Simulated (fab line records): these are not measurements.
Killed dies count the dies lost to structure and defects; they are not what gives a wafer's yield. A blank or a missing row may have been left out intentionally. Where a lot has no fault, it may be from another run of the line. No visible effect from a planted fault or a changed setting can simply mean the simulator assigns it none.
A lot that was struck, set against a sound lot / flow sky130 / 16 out of 708 route steps
Sound: wafers L822.2, L822.4, L822.6. Wafers L842.1, L842.3, L842.6 were the ones struck. The cause comes at the end.
Order at every step that has rows: each side's tool, ch and its chambers, its first start. Under that, the readings that differ: sound wafers / struck wafers / difference of the means / sigmas: that difference in standard deviations of wafers without a fault.
alike: readings with means less than 2 such deviations apart, plus words and numbers identical on both sides. not compared: withheld readings, readings lacking a value on some wafer, bounds such as >300 that could conceal the same value, and numbers that have no deviation in the record and whose values overlap.
The two part at a step that has a row with sigmas, a row that says differs or no value, or rows on one side only. Numbers that don't overlap but have no deviation are shown without sigmas and don't part them. Lack of a reading on every wafer of one side parts them only where that side has two or more wafers.

SKY_VIA1_CMP_02: polishes SiO2.
  sound on cmp-01 ch 1,2,3, day 33 14:01; struck on cmp-02 ch 0,3, day 39 13:08
  alike: head-pressure-psi, motor-current-A, slurry-filter-dp-kPa
SKY_VIA1_BOW_MEAS_03:
  sound: film-metro-04 at day 33 14:17; struck: film-metro-04 at day 39 13:26
  alike: VIA1_BOW
then, 8 steps without rows for these wafers: SKY_VIA1_DEHYDRATE_04 (time 60 s); SKY_VIA1_HMDS_05 (prime time 60 s); SKY_VIA1_COAT_06 (resist thk 60 nm); SKY_VIA1_COAT_07 (resist thk 450 nm); SKY_VIA1_SOFTBAKE_08 (time 90 s); SKY_VIA1_EXPOSE_09 (exposes mask VIM, target cd 150 nm); SKY_VIA1_PEB_10; SKY_VIA1_DEVELOP_11 (develop time 60 s).
SKY_VIA1_CD_MEAS_12: the cd target is 150 nm.
  sound: cd-sem-02 at day 34 17:07; struck: cd-sem-01 at day 40 14:38
  alike: cd-nm
SKY_VIA1_OVL_MEAS_13:
  sound: overlay-02 at day 34 17:13; struck: overlay-02 at day 40 14:45
  alike: VIA1_OVL
SKY_VIA1_ETCH_14: etches BARC in N2/H2, stops on SiO2, time 45.9 s, target depth 60 nm.
  sound on rie-diel-02 ch 0,2,3, day 34 17:14; struck on rie-diel-02 ch 1,2,3, day 40 14:47
reading=oes-product-au (a.u.); sound=0.854 0.855 0.855; struck=1.002 0.996 0.996; difference=+0.143; sigmas=+31
reading=run-length-s (s); sound=74.5 73.4 73.6; struck=49.4 50.1 49.5; difference=-24.2; sigmas=-56
reading=model.KrF-thick_of_VIA1_COAT_07.thk-nm (nm); sound=392.8 395.9 392.7; struck=414.8 415.9 414.6; difference=+21.3; sigmas=
reading=model.etch.depth-nm (nm); sound=60.06 60.03 60.09; struck=37.64 37.15 37.45; difference=-22.65; sigmas=
reading=model.VIA1.cd-nm (nm); sound=149.9 150.2 148.8; struck=144.1 145.8 144.7; difference=-4.8; sigmas=
  alike: drypump-motor-current-A, throttle-valve-pct
  not compared: rf-hours-counter-h
SKY_VIA1_ETCH_15: etches SiO2 in C4F8/O2/Ar, stops on TiN, target depth 351 nm, time 54 s.
  sound on rie-diel-02 ch 0,2,3, day 34 17:17; struck on rie-diel-02 ch 1,2,3, day 40 14:49
reading=oes-product-au (a.u.); sound=0.992 0.981 0.990; struck=0.366 0.376 0.379; difference=-0.614; sigmas=-75
reading=model.KrF-thick_of_VIA1_COAT_07.thk-nm (nm); sound=321.9 327.3 321.8; struck=343.5 345.7 343.7; difference=+20.6; sigmas=
  alike: run-length-s
  not compared: rf-hours-counter-h
SKY_VIA1_STRIP_16: strips in O2/N2.
  sound on plasma-asher-04 ch 0,1, day 34 17:20; struck on plasma-asher-04 ch 0,1, day 40 14:52
reading=strip-time-to-endpoint-s (s); sound=4.45 4.52 4.45; struck=4.67 4.68 4.68; difference=+0.20; sigmas=+7
  alike: drypump-motor-current-A, oes-product-au
  not compared: rf-hours-counter-h
then, 1 step without rows for these wafers: SKY_VIA1_STRIP_17 (strips in post etch residue remover, time 1200 s).

WHERE THEY PART
At SKY_VIA1_ETCH_14 first; at SKY_VIA1_STRIP_16 last (within this record only).

WHY: what the simulator had put in
Process parameters drifting: rie-diel-02 at SKY_VIA1_ETCH_14, beginning at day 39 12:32. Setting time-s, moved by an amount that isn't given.
